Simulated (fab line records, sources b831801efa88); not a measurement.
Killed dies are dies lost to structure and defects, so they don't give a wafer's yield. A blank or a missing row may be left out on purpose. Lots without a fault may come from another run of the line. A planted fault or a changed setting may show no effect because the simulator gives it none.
Chamber matching | flow gf180mcu | GF_STI_CMP_25 on cmp-02: 4 sister chambers
The step polishes, stops on Si3N4, t overpolish 33 s, target thk 524.6 nm. 16 wafers are shown with their chamber, then 8 later ones without.

WAFERS WITH THEIR CHAMBER
wafer  | chamber | motor_current_A (A) | time_to_endpoint_s (s) | overpolish_run_s (s)
L549.1 | 2       | 11.7                | 122                    | 33.005
L549.4 | 3       | 14.1                | 130                    | 32.995
L549.5 | 2       | 11.4                | 124                    | 33.002
L551.3 | 3       | 14.2                | 130                    | 33.012
L551.4 | 1       | 10.9                | 125                    | 32.984
L551.6 | 0       | 13.9                | 125                    | 33.003
L556.3 | 3       | 13.4                | 129                    | 33.007
L556.4 | 0       | 14.4                | 123                    | 32.999
L556.5 | 1       | 11.6                | 132                    | 32.999
L558.2 | 2       | 11.9                | 119                    | 33.009
L558.4 | 1       | 10.8                | 120                    | 32.996
L558.6 | 0       | 13.9                | 120                    | 33.006
L562.2 | 0       | 13.3                | 130                    | 32.998
L562.3 | 1       | 10.9                | 125                    | 32.999
L562.5 | 0       | 13.7                | 126                    | 32.990
L565.1 | 2       | 12.3                | 120                    | 32.996

SIGNATURES (means of the wafers above)
reading            | chamber 0 | chamber 1 | chamber 2 | chamber 3 | scatter within a chamber
motor_current_A    | 13.840    | 11.050    | 11.825    | 13.900    | 0.393
time_to_endpoint_s | 124.80    | 125.50    | 121.25    | 129.67    | 3.45
overpolish_run_s   | 32.99920  | 32.99450  | 33.00300  | 33.00467  | 0.00672
Rule: a wafer's distance from a chamber is the root of the sum, over the readings, of the square of ((its reading less the chamber's mean) divided by the reading's scatter). The wafer belongs to the nearest chamber; if the next one is less than 2 further off, it can't be placed. The scatter: the root of (the sum of the squares of (reading less its chamber's mean) over the shown wafers, divided by (wafers less chambers)).

WAFERS WITHOUT THEIR CHAMBER
wafer  | motor_current_A (A) | time_to_endpoint_s (s) | overpolish_run_s (s)
L565.2 | 13.3                | 129                    | 32.978
L565.4 | 10.5                | 124                    | 32.997
L566.1 | 11.6                | 129                    | 33.005
L566.3 | 13.7                | 131                    | 33.003
L566.4 | 14.2                | 128                    | 33.000
L570.1 | 13.5                | 121                    | 32.985
L570.2 | 11.0                | 128                    | 32.999
L570.4 | 13.3                | 131                    | 33.006

WHICH CHAMBER EACH WENT THROUGH
wafer  | from the rows above     | in truth
L565.2 | can't be placed: 0 or 3 | 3
L565.4 | 1                       | 1
L566.1 | can't be placed: 1 or 2 | 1
L566.3 | can't be placed: 3 or 0 | 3
L566.4 | can't be placed: 3 or 0 | 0
L570.1 | can't be placed: 0 or 3 | 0
L570.2 | can't be placed: 1 or 2 | 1
L570.4 | can't be placed: 3 or 0 | 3
Placed correctly: 1 of 8. Can't be placed from these rows: 7 (the true chamber is among the candidates in 7). Placed wrongly: 0.
